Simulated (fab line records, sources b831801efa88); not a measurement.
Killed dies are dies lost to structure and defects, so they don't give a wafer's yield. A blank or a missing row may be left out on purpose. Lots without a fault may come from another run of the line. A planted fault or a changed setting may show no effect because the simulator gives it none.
Which tool did it? | flow sky130 | 14 lots, 42 wafers sampled, at 2 steps of a route of 708

WHAT THE GAUGES READ, wafer by wafer
SKY_SD_N_RS_MEAS_16: measures by four-point-probe. Usual: SD_N_RS 68.61 ohm/sq, standard deviation 0.11.
lot  | measured     | on            | SD_N_RS (ohm/sq)  | flag
L294 | day 27 12:58 | film_metro-03 | 68.68 68.73 68.93 |
L293 | day 27 15:04 | film_metro-03 | 68.78 68.60 68.55 |
L295 | day 28 08:39 | film_metro-01 | 68.46 68.58 68.47 |
L298 | day 30 01:57 | film_metro-03 | 68.58 68.49 68.44 |
L300 | day 30 09:16 | film_metro-03 | 68.58 68.64 68.58 |
L301 | day 30 12:00 | film_metro-03 | 68.74 68.69 68.63 |
L303 | day 31 13:52 | film_metro-01 | 68.45 68.69 68.45 |
L307 | day 32 14:15 | film_metro-01 | 68.40 68.49 68.47 |
L308 | day 32 15:34 | film_metro-03 | 68.55 68.79 68.68 |
L309 | day 33 02:37 | film_metro-03 | 68.55 68.67 68.55 |
L312 | day 34 20:10 | film_metro-01 | 68.50 68.66 68.52 |
L315 | day 35 04:54 | film_metro-03 | 68.44 68.60 68.66 |
L313 | day 35 08:24 | film_metro-03 | 68.56 68.48 68.52 |
L316 | day 35 11:25 | film_metro-01 | 68.74 68.63 68.51 |

SKY_LI_CONTACT_THK_MEAS_01. Usual: LI_CONTACT_HDPCVD_THK 942 nm, standard deviation 11.
lot  | measured     | on            | LI_CONTACT_HDPCVD_THK (nm) | flag
L294 | day 27 13:27 | film_metro-02 | 911 912 931                |
L293 | day 27 15:32 | film_metro-01 | 936 934 938                |
L295 | day 28 09:08 | film_metro-03 | 932 961 941                |
L298 | day 30 02:25 | film_metro-01 | 934 937 947                |
L300 | day 30 09:44 | film_metro-03 | 951 959 941                |
L301 | day 30 12:29 | film_metro-02 | 959 953 945                |
L303 | day 31 14:23 | film_metro-02 | 944 930 942                |
L307 | day 32 14:44 | film_metro-02 | 941 938 950                |
L308 | day 32 16:07 | film_metro-02 | 935 943 945                |
L309 | day 33 03:06 | film_metro-01 | 956 941 949                |
L312 | day 34 20:38 | film_metro-01 | 923 943 942                |
L315 | day 35 05:23 | film_metro-01 | 951 939 931                |
L313 | day 35 08:53 | film_metro-03 | 936 941 949                |
L316 | day 35 11:53 | film_metro-03 | 933 946 945                |

WHICH TOOL RAN EACH LOT (tool, then ch and the chambers of the sampled wafers, then the start)
The record holds no process step before these readings.

WHAT THE TOOLS THEMSELVES READ (means of the sampled wafers that have a number; where no wafer has one, the mark that the record gives instead)
The record holds no such reading with a usual standard deviation.

THE ANSWER, worked out from the rows above alone
Rule: a lot is off if the mean of its wafers that have a number lies more than 3 standard deviations from the usual mean. A lot without any number at a reading at which 4 lots or more have one is off too. The other lots that the step has rows for count as sound. The gauges are gone through in route order, then the tools' own readings, and for those a lot's mean is taken as printed above. The first step at which some lot is off is used, and at that step the reading that is off furthest; a lot without a number counts as furthest.
No lot is off at any reading shown: from this, nothing can be told.

WHAT THE SIMULATOR HAD PUT IN
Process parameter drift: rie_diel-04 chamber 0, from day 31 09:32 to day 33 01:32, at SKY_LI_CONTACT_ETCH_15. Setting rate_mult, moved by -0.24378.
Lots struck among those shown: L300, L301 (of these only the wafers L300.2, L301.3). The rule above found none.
